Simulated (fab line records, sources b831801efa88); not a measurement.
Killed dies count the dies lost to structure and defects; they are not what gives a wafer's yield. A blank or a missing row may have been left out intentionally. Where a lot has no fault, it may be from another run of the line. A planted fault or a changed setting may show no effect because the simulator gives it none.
The tool behind it: which one? || flow gf180mcu || 6 lots (18 wafers sampled), 1 step of a 602-step route

WHAT THE GAUGES READ, wafer by wafer
GF_V3_RS_MEAS_24: the measuring method here is four-point-probe.
{"lot": "L338", "measured": "day 24 05:50", "on": "filmMetro-01", "V3_W_RS (ohm/sq)": "0.338 0.338 0.335"}
{"lot": "L343", "measured": "day 25 23:23", "on": "filmMetro-02", "V3_W_RS (ohm/sq)": "0.325 0.327 0.325"}
{"lot": "L346", "measured": "day 26 20:36", "on": "filmMetro-02", "V3_W_RS (ohm/sq)": "0.330 0.326 0.326"}
{"lot": "L349", "measured": "day 27 21:14", "on": "filmMetro-01", "V3_W_RS (ohm/sq)": "0.326 0.330 0.326"}
{"lot": "L353", "measured": "day 29 01:23", "on": "filmMetro-02", "V3_W_RS (ohm/sq)": "0.330 0.333 0.329"}
{"lot": "L355", "measured": "day 29 13:15", "on": "filmMetro-03", "V3_W_RS (ohm/sq)": "0.322 0.322 0.321"}

TOOL THAT RAN EACH LOT (tool first, then ch and the chambers of the sampled wafers, then the start)
The record shows no process step preceding these readings.

THE ANSWER, worked out from the rows above alone
Rule: usual is defined by the lots themselves. The widest of any qualifying gaps counts: lots, ordered by their means at a reading, are off when they make up no more than a third of the lots, leave a main group of 4 or more, and stand apart from it by 3 or more times the standard deviation of that group's means. A main group is skipped when, at the precision printed for the reading in the tables above, its means are all equal. A lot without any number at a reading at which 4 lots or more have one is off too. The other lots that the step has rows for count as sound.
No lot is off on any of the readings shown, so nothing can be concluded from this.

WHAT THE SIMULATOR PUT IN
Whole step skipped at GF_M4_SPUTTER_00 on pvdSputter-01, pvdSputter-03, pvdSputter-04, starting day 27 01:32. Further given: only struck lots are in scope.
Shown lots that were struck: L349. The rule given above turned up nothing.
